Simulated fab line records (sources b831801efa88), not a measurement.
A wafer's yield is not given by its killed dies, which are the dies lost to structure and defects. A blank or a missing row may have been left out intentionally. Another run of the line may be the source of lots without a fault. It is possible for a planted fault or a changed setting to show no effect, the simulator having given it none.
Struck lot and sound lot, side by side ; flow sky130 ; 15 steps out of a route of 708
Sound: wafers L191.2, L191.4, L191.5. Wafers struck: L197.1, L197.5, L197.6. The cause comes at the end.
Per side, at each step with rows, come the tool, then ch with its chambers, and then its first start. Under that, the readings that differ: sound wafers ; struck wafers ; difference of the means ; sigmas: that difference in standard deviations of wafers without a fault.
alike: words and numbers the same on both sides, and readings whose means are apart by under 2 such deviations; not compared: readings that were withheld, readings missing a value for some wafer, numbers with overlapping values and no deviation given by the record, and bounds like >300 which may hide the same value.
A row with sigmas, a row that says differs or no value, or rows on one side alone: a step with any of these is where the two part. Numbers that have no deviation but don't overlap get no sigmas and don't part them. A reading that every wafer of one side lacks parts them only if that side has two wafers or more.

SKY_CAP2M_METAL_ETCH_13: etches TiN in Cl2/BCl3, stops on SiO2, target depth 220 nm, time 62.9 s.
  sound on rieMetal-02 ch 0,1, day 38 23:48; struck on rieMetal-02 ch 0,1, day 40 21:28
  alike: drypumpMotorCurrentA, oesProductAu, throttleValvePct
  not compared: rfHoursCounterH
SKY_CAP2M_STRIP_14: strips in O2/N2.
  sound on plasmaAsher-03 ch 0, day 38 23:53; struck on plasmaAsher-04 ch 0,1, day 40 21:33
  alike: drypumpMotorCurrentA, oesProductAu, stripTimeToEndpointS
  not compared: rfHoursCounterH
then, 10 steps without rows for these wafers: SKY_CAP2M_STRIP_15 (strips in post etch residue remover, time 1200 s); SKY_CAP2M_CLEAN_16 (cleans in IPA, time 180 s); SKY_CAP2M_CLEAN_17 (cleans in O3/DIW); SKY_METAL4_DEHYDRATE_05 (time 60 s); SKY_METAL4_HMDS_06 (prime time 60 s); SKY_METAL4_COAT_07 (resist thk 60 nm); SKY_METAL4_COAT_08 (resist thk 1140 nm); SKY_METAL4_SOFTBAKE_09 (time 90 s); SKY_METAL4_EXPOSE_10 (exposes mask MM4, target cd 300 nm); SKY_METAL4_PEB_11.
SKY_METAL4_DEVELOP_12: develop time 60 s.
  sound on lithoTrack-02 ch 0, day 40 02:00; struck on lithoTrack-02 ch 0, day 41 23:00
reading;sound;struck;difference;sigmas
developerTempC (C);20.99 20.97 21.17;21.68 21.71 21.69;+0.65;+5
SKY_METAL4_CD_MEAS_13 targets a cd of 300 nm.
  sound on cdSem-01 at day 40 02:28; struck on cdSem-02 at day 41 23:23
  alike: cdNm
-- the record jumps here: 4 days lie between the struck wafers' starts before and after (it left off in module METAL4 and takes up again in module PAD_OPEN, whose first step shown is number 708 of the route) --
SKY_PAD_OPEN_PROBE_99:
  sound on prober-01 at day 44 10:04; struck on prober-01 at day 45 21:16
reading;sound;struck;difference;sigmas
killedAtFrontEnd;16 23 28;19 8 10;-10;-2
  alike: defectLimitedYield, killed_at_M0_to_M3, killed_at_M4_up, killedAtContacts, killedAtOther, killedDies, killedOpen, killedShort, sort_bin_3_pad_short, sort_bin_5_function, sort_bin_6_memory, sortNPass, sortYieldPct

WHERE THEY PART
Last at SKY_PAD_OPEN_PROBE_99 as far as this record goes, first at SKY_METAL4_DEVELOP_12.

WHY: whatever the simulator had introduced
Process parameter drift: lithoTrack-02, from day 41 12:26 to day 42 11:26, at SKY_METAL4_DEVELOP_12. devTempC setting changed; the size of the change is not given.
